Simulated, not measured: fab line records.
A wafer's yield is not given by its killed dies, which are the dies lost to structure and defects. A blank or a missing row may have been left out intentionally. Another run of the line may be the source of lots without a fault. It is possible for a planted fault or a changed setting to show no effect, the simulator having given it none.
What tool caused it? || flow gf180mcu || Sampling: 12 lots, 36 wafers, 6 of 602 route steps

## WHAT EACH GAUGE READ, for each wafer
GF_POLY_GATE_CD_MEAS_10: target cd 280 nm. Usual: cd_nm 280.1 nm, standard deviation 1.1.
{"lot": "L752", "measured": "day 9 12:42", "on": "cd_sem-01", "cd_nm (nm)": "279.0 278.8 278.7", "flag": ""}
{"lot": "L753", "measured": "day 9 21:52", "on": "cd_sem-01", "cd_nm (nm)": "280.8 280.1 281.5", "flag": ""}
{"lot": "L755", "measured": "day 10 11:30", "on": "cd_sem-01", "cd_nm (nm)": "282.3 282.5 282.0", "flag": ""}
{"lot": "L757", "measured": "day 11 00:07", "on": "cd_sem-02", "cd_nm (nm)": "282.1 281.9 280.6", "flag": ""}
{"lot": "L758", "measured": "day 11 09:53", "on": "cd_sem-01", "cd_nm (nm)": "280.2 279.6 279.4", "flag": ""}
{"lot": "L760", "measured": "day 11 21:39", "on": "cd_sem-01", "cd_nm (nm)": "278.2 279.0 278.7", "flag": ""}
{"lot": "L761", "measured": "day 12 04:16", "on": "cd_sem-01", "cd_nm (nm)": "280.8 282.0 282.2", "flag": ""}
{"lot": "L768", "measured": "day 14 08:07", "on": "cd_sem-02", "cd_nm (nm)": "279.7 280.7 281.1", "flag": ""}
{"lot": "L769", "measured": "day 14 10:46", "on": "cd_sem-01", "cd_nm (nm)": "280.8 281.4 281.0", "flag": ""}
{"lot": "L770", "measured": "day 14 19:15", "on": "cd_sem-02", "cd_nm (nm)": "278.2 280.7 279.7", "flag": ""}
{"lot": "L772", "measured": "day 15 15:37", "on": "cd_sem-01", "cd_nm (nm)": "278.9 278.9 278.2", "flag": ""}
{"lot": "L774", "measured": "day 16 02:48", "on": "cd_sem-02", "cd_nm (nm)": "278.7 279.5 279.2", "flag": ""}

GF_HV_LDD_THK_MEAS_57. Usual: HV_LDD_CVD_56_THK gives 89.9 nm (standard deviation 0.98).
{"lot": "L752", "measured": "day 12 22:47", "on": "film_metro-04", "HV_LDD_CVD_56_THK (nm)": "90.1 90.5 89.8", "flag": ""}
{"lot": "L753", "measured": "day 13 09:07", "on": "film_metro-02", "HV_LDD_CVD_56_THK (nm)": "86.8 87.2 86.9", "flag": ""}
{"lot": "L755", "measured": "day 13 20:46", "on": "film_metro-04", "HV_LDD_CVD_56_THK (nm)": "90.2 89.7 90.1", "flag": ""}
{"lot": "L757", "measured": "day 14 13:35", "on": "film_metro-02", "HV_LDD_CVD_56_THK (nm)": "97.8 97.3 97.8", "flag": "OFF"}
{"lot": "L758", "measured": "day 15 00:18", "on": "film_metro-01", "HV_LDD_CVD_56_THK (nm)": "97.7 97.6 97.6", "flag": "OFF"}
{"lot": "L760", "measured": "day 15 12:46", "on": "film_metro-04", "HV_LDD_CVD_56_THK (nm)": "97.5 96.3 97.2", "flag": "OFF"}
{"lot": "L761", "measured": "day 15 20:08", "on": "film_metro-01", "HV_LDD_CVD_56_THK (nm)": "90.6 90.0 90.2", "flag": ""}
{"lot": "L768", "measured": "day 18 12:34", "on": "film_metro-04", "HV_LDD_CVD_56_THK (nm)": "90.6 90.4 89.8", "flag": ""}
{"lot": "L769", "measured": "day 18 13:44", "on": "film_metro-02", "HV_LDD_CVD_56_THK (nm)": "90.2 90.3 90.6", "flag": ""}
{"lot": "L770", "measured": "day 18 21:01", "on": "film_metro-04", "HV_LDD_CVD_56_THK (nm)": "90.2 90.3 90.4", "flag": ""}
{"lot": "L772", "measured": "day 19 18:40", "on": "film_metro-01", "HV_LDD_CVD_56_THK (nm)": "90.5 90.9 90.3", "flag": ""}
{"lot": "L774", "measured": "day 20 07:58", "on": "film_metro-01", "HV_LDD_CVD_56_THK (nm)": "89.8 90.1 89.2", "flag": ""}

GF_PSD_CD_MEAS_07: target cd 400 nm. Usual: cd_nm 400.0 nm, standard deviation 2.
{"lot": "L752", "measured": "day 14 15:21", "on": "cd_sem-01", "cd_nm (nm)": "397.4 397.8 400.4", "flag": ""}
{"lot": "L753", "measured": "day 15 02:04", "on": "cd_sem-02", "cd_nm (nm)": "403.0 405.0 405.5", "flag": ""}
{"lot": "L755", "measured": "day 15 15:54", "on": "cd_sem-02", "cd_nm (nm)": "400.9 400.3 401.8", "flag": ""}
{"lot": "L757", "measured": "day 16 08:44", "on": "cd_sem-01", "cd_nm (nm)": "398.9 401.4 399.5", "flag": ""}
{"lot": "L758", "measured": "day 16 20:35", "on": "cd_sem-01", "cd_nm (nm)": "400.5 400.1 399.3", "flag": ""}
{"lot": "L760", "measured": "day 17 10:39", "on": "cd_sem-01", "cd_nm (nm)": "399.9 398.8 399.5", "flag": ""}
{"lot": "L761", "measured": "day 17 17:52", "on": "cd_sem-01", "cd_nm (nm)": "399.8 400.9 401.9", "flag": ""}
{"lot": "L768", "measured": "day 20 13:58", "on": "cd_sem-02", "cd_nm (nm)": "398.7 400.8 396.7", "flag": ""}
{"lot": "L769", "measured": "day 20 15:19", "on": "cd_sem-02", "cd_nm (nm)": "397.0 396.7 398.8", "flag": ""}
{"lot": "L770", "measured": "day 20 21:33", "on": "cd_sem-02", "cd_nm (nm)": "397.6 398.8 399.9", "flag": ""}
{"lot": "L772", "measured": "day 21 18:47", "on": "cd_sem-01", "cd_nm (nm)": "401.3 397.9 399.7", "flag": ""}
{"lot": "L774", "measured": "day 22 07:55", "on": "cd_sem-01", "cd_nm (nm)": "399.4 400.8 400.6", "flag": ""}

## EACH LOT AND THE TOOL THAT RAN IT (in order: tool; ch and the chambers of the sampled wafers; start)
{"lot": "L752", "GF_VT_IMPLANT_STRIP_31": "plasma_asher-01 ch 0,1, day 7 03:53", "GF_HV_LDD_CVD_56": "lpcvd-02 ch 0, day 12 21:22", "GF_HV_LDD_ETCHBACK_58": "rie_diel-01 ch 1,3, day 12 22:51"}
{"lot": "L753", "GF_VT_IMPLANT_STRIP_31": "plasma_asher-01 ch 0,1, day 7 16:00", "GF_HV_LDD_CVD_56": "lpcvd-01 ch 0, day 13 07:41", "GF_HV_LDD_ETCHBACK_58": "rie_diel-03 ch 0,1, day 13 09:10"}
{"lot": "L755", "GF_VT_IMPLANT_STRIP_31": "plasma_asher-01 ch 0,1, day 8 01:17", "GF_HV_LDD_CVD_56": "lpcvd-01 ch 1, day 13 19:20", "GF_HV_LDD_ETCHBACK_58": "rie_diel-01 ch 1,3, day 13 20:49"}
{"lot": "L757", "GF_VT_IMPLANT_STRIP_31": "plasma_asher-03 ch 0,1, day 8 12:08", "GF_HV_LDD_CVD_56": "lpcvd-01 ch 0, day 14 12:08", "GF_HV_LDD_ETCHBACK_58": "rie_diel-01 ch 0,1, day 14 13:38"}
{"lot": "L758", "GF_VT_IMPLANT_STRIP_31": "plasma_asher-04 ch 0,1, day 8 23:47", "GF_HV_LDD_CVD_56": "lpcvd-01 ch 1, day 14 22:51", "GF_HV_LDD_ETCHBACK_58": "rie_diel-01 ch 0,1,3, day 15 00:20"}
{"lot": "L760", "GF_VT_IMPLANT_STRIP_31": "plasma_asher-03 ch 0,1, day 9 08:48", "GF_HV_LDD_CVD_56": "lpcvd-01 ch 0, day 15 11:20", "GF_HV_LDD_ETCHBACK_58": "rie_diel-03 ch 0,1,3, day 15 12:50"}
{"lot": "L761", "GF_VT_IMPLANT_STRIP_31": "plasma_asher-03 ch 0,1, day 9 15:14", "GF_HV_LDD_CVD_56": "lpcvd-02 ch 1, day 15 18:42", "GF_HV_LDD_ETCHBACK_58": "rie_diel-04 ch 0,1, day 15 20:11"}
{"lot": "L768", "GF_VT_IMPLANT_STRIP_31": "plasma_asher-03 ch 0,1, day 11 14:44", "GF_HV_LDD_CVD_56": "lpcvd-02 ch 1, day 18 11:08", "GF_HV_LDD_ETCHBACK_58": "rie_diel-01 ch 1,2, day 18 12:37"}
{"lot": "L769", "GF_VT_IMPLANT_STRIP_31": "plasma_asher-04 ch 0,1, day 11 17:53", "GF_HV_LDD_CVD_56": "lpcvd-01 ch 1, day 18 12:17", "GF_HV_LDD_ETCHBACK_58": "rie_diel-04 ch 2,3, day 18 13:47"}
{"lot": "L770", "GF_VT_IMPLANT_STRIP_31": "plasma_asher-04 ch 0,1, day 12 01:03", "GF_HV_LDD_CVD_56": "lpcvd-01 ch 1, day 18 19:36", "GF_HV_LDD_ETCHBACK_58": "rie_diel-03 ch 0,1, day 18 21:05"}
{"lot": "L772", "GF_VT_IMPLANT_STRIP_31": "plasma_asher-01 ch 0,1, day 12 18:11", "GF_HV_LDD_CVD_56": "lpcvd-01 ch 0, day 19 17:14", "GF_HV_LDD_ETCHBACK_58": "rie_diel-04 ch 1,3, day 19 18:43"}
{"lot": "L774", "GF_VT_IMPLANT_STRIP_31": "plasma_asher-01 ch 0,1, day 13 03:24", "GF_HV_LDD_CVD_56": "lpcvd-01 ch 1, day 20 06:32", "GF_HV_LDD_ETCHBACK_58": "rie_diel-01 ch 0,1,3, day 20 08:02"}
- GF_VT_IMPLANT_STRIP_31: strips in O2/N2.
- GF_HV_LDD_CVD_56: deposits Si3N4 from DCS/NH3, target thk 90 nm, time 1543 s.
- GF_HV_LDD_ETCHBACK_58: etches Si3N4 in CH3F/O2, stops on SiO2, time 100 s, target depth 90 nm.

## WHAT THE TOOLS THEMSELVES READ (means of the sampled wafers that have a number; where no wafer has one, the mark that the record gives instead)
GF_VT_IMPLANT_STRIP_31. Usual: drypump_motor_current_A 5.9 A, standard deviation 0.5; heater_power_w 308 W, standard deviation 27; oes_product_au 0.715 a.u., standard deviation 0.0044; strip_time_to_endpoint_s 12.64 s, standard deviation 0.039.
{"lot": "L752", "tool": "plasma_asher-01", "drypump_motor_current_A (A)": 5.8, "heater_power_w (W)": 277, "oes_product_au (a.u.)": 0.713, "strip_time_to_endpoint_s (s)": 12.64, "flag": ""}
{"lot": "L753", "tool": "plasma_asher-01", "drypump_motor_current_A (A)": 5.8, "heater_power_w (W)": 274, "oes_product_au (a.u.)": 0.715, "strip_time_to_endpoint_s (s)": 12.66, "flag": ""}
{"lot": "L755", "tool": "plasma_asher-01", "drypump_motor_current_A (A)": 5.8, "heater_power_w (W)": 276, "oes_product_au (a.u.)": 0.719, "strip_time_to_endpoint_s (s)": 12.67, "flag": ""}
{"lot": "L757", "tool": "plasma_asher-03", "drypump_motor_current_A (A)": 5.6, "heater_power_w (W)": 303, "oes_product_au (a.u.)": 0.715, "strip_time_to_endpoint_s (s)": 12.62, "flag": ""}
{"lot": "L758", "tool": "plasma_asher-04", "drypump_motor_current_A (A)": 6.2, "heater_power_w (W)": 324, "oes_product_au (a.u.)": 0.720, "strip_time_to_endpoint_s (s)": 12.63, "flag": ""}
{"lot": "L760", "tool": "plasma_asher-03", "drypump_motor_current_A (A)": 5.6, "heater_power_w (W)": 304, "oes_product_au (a.u.)": 0.716, "strip_time_to_endpoint_s (s)": 12.67, "flag": ""}
{"lot": "L761", "tool": "plasma_asher-03", "drypump_motor_current_A (A)": 5.6, "heater_power_w (W)": 301, "oes_product_au (a.u.)": 0.721, "strip_time_to_endpoint_s (s)": 12.61, "flag": ""}
{"lot": "L768", "tool": "plasma_asher-03", "drypump_motor_current_A (A)": 5.4, "heater_power_w (W)": 300, "oes_product_au (a.u.)": 0.717, "strip_time_to_endpoint_s (s)": 12.65, "flag": ""}
{"lot": "L769", "tool": "plasma_asher-04", "drypump_motor_current_A (A)": 6.3, "heater_power_w (W)": 322, "oes_product_au (a.u.)": 0.713, "strip_time_to_endpoint_s (s)": 12.67, "flag": ""}
{"lot": "L770", "tool": "plasma_asher-04", "drypump_motor_current_A (A)": 6.3, "heater_power_w (W)": 317, "oes_product_au (a.u.)": 0.714, "strip_time_to_endpoint_s (s)": 12.59, "flag": ""}
{"lot": "L772", "tool": "plasma_asher-01", "drypump_motor_current_A (A)": 5.8, "heater_power_w (W)": 276, "oes_product_au (a.u.)": 0.718, "strip_time_to_endpoint_s (s)": 12.60, "flag": ""}
{"lot": "L774", "tool": "plasma_asher-01", "drypump_motor_current_A (A)": 5.8, "heater_power_w (W)": 271, "oes_product_au (a.u.)": 0.714, "strip_time_to_endpoint_s (s)": 12.72, "flag": ""}

GF_HV_LDD_CVD_56. Usual: susceptor_temp_C 770.0 C, standard deviation 0.32.
{"lot": "L752", "tool": "lpcvd-02", "susceptor_temp_C (C)": 769.9, "flag": ""}
{"lot": "L753", "tool": "lpcvd-01", "susceptor_temp_C (C)": 770.0, "flag": ""}
{"lot": "L755", "tool": "lpcvd-01", "susceptor_temp_C (C)": 770.5, "flag": ""}
{"lot": "L757", "tool": "lpcvd-01", "susceptor_temp_C (C)": 770.3, "flag": ""}
{"lot": "L758", "tool": "lpcvd-01", "susceptor_temp_C (C)": 770.6, "flag": ""}
{"lot": "L760", "tool": "lpcvd-01", "susceptor_temp_C (C)": 769.9, "flag": ""}
{"lot": "L761", "tool": "lpcvd-02", "susceptor_temp_C (C)": 769.8, "flag": ""}
{"lot": "L768", "tool": "lpcvd-02", "susceptor_temp_C (C)": 769.9, "flag": ""}
{"lot": "L769", "tool": "lpcvd-01", "susceptor_temp_C (C)": 770.0, "flag": ""}
{"lot": "L770", "tool": "lpcvd-01", "susceptor_temp_C (C)": 769.8, "flag": ""}
{"lot": "L772", "tool": "lpcvd-01", "susceptor_temp_C (C)": 769.9, "flag": ""}
{"lot": "L774", "tool": "lpcvd-01", "susceptor_temp_C (C)": 769.9, "flag": ""}

GF_HV_LDD_ETCHBACK_58. Usual: drypump_motor_current_A 5.8 A, standard deviation 0.4; oes_product_au 0.842 a.u., standard deviation 0.007; throttle_valve_pct 10.560 %, standard deviation 0.0089.
{"lot": "L752", "tool": "rie_diel-01", "drypump_motor_current_A (A)": 5.5, "oes_product_au (a.u.)": 0.844, "throttle_valve_pct (%)": 10.563, "flag": ""}
{"lot": "L753", "tool": "rie_diel-03", "drypump_motor_current_A (A)": 6.4, "oes_product_au (a.u.)": 0.826, "throttle_valve_pct (%)": 10.552, "flag": ""}
{"lot": "L755", "tool": "rie_diel-01", "drypump_motor_current_A (A)": 5.4, "oes_product_au (a.u.)": 0.842, "throttle_valve_pct (%)": 10.568, "flag": ""}
{"lot": "L757", "tool": "rie_diel-01", "drypump_motor_current_A (A)": 5.8, "oes_product_au (a.u.)": 0.881, "throttle_valve_pct (%)": 10.565, "flag": "OFF"}
{"lot": "L758", "tool": "rie_diel-01", "drypump_motor_current_A (A)": 5.6, "oes_product_au (a.u.)": 0.884, "throttle_valve_pct (%)": 10.564, "flag": "OFF"}
{"lot": "L760", "tool": "rie_diel-03", "drypump_motor_current_A (A)": 6.3, "oes_product_au (a.u.)": 0.876, "throttle_valve_pct (%)": 10.568, "flag": "OFF"}
{"lot": "L761", "tool": "rie_diel-04", "drypump_motor_current_A (A)": 5.7, "oes_product_au (a.u.)": 0.843, "throttle_valve_pct (%)": 10.551, "flag": ""}
{"lot": "L768", "tool": "rie_diel-01", "drypump_motor_current_A (A)": 6.1, "oes_product_au (a.u.)": 0.842, "throttle_valve_pct (%)": 10.567, "flag": ""}
{"lot": "L769", "tool": "rie_diel-04", "drypump_motor_current_A (A)": 5.6, "oes_product_au (a.u.)": 0.848, "throttle_valve_pct (%)": 10.555, "flag": ""}
{"lot": "L770", "tool": "rie_diel-03", "drypump_motor_current_A (A)": 6.4, "oes_product_au (a.u.)": 0.842, "throttle_valve_pct (%)": 10.573, "flag": ""}
{"lot": "L772", "tool": "rie_diel-04", "drypump_motor_current_A (A)": 5.6, "oes_product_au (a.u.)": 0.846, "throttle_valve_pct (%)": 10.559, "flag": ""}
{"lot": "L774", "tool": "rie_diel-01", "drypump_motor_current_A (A)": 5.6, "oes_product_au (a.u.)": 0.841, "throttle_valve_pct (%)": 10.567, "flag": ""}

## THE ANSWER, worked out from the rows above alone
Rule: lot off if the mean of its wafers having a number is beyond 3 standard deviations from the usual mean. A lot without any number at a reading at which 4 lots or more have one is off too. All remaining lots with rows at the step are treated as sound. The gauges are gone through in route order, then the tools' own readings, and for those a lot's mean is taken as printed above. The first step at which some lot is off is used, and at that step the reading that is off furthest; a lot without a number counts as furthest.
Off: L757, L758, L760, at GF_HV_LDD_THK_MEAS_57 (HV_LDD_CVD_56_THK).
If a tool, at a process step before that reading, ran all the lots that are off and no sound lot after the first of them, it fits. The gauges at GF_HV_LDD_THK_MEAS_57 aren't tried: what is off there is off at GF_HV_LDD_ETCHBACK_58 too, on other tools, and a gauge's error can't cause that. None of those tried fits.

## WHAT THE SIMULATOR HAD INSERTED
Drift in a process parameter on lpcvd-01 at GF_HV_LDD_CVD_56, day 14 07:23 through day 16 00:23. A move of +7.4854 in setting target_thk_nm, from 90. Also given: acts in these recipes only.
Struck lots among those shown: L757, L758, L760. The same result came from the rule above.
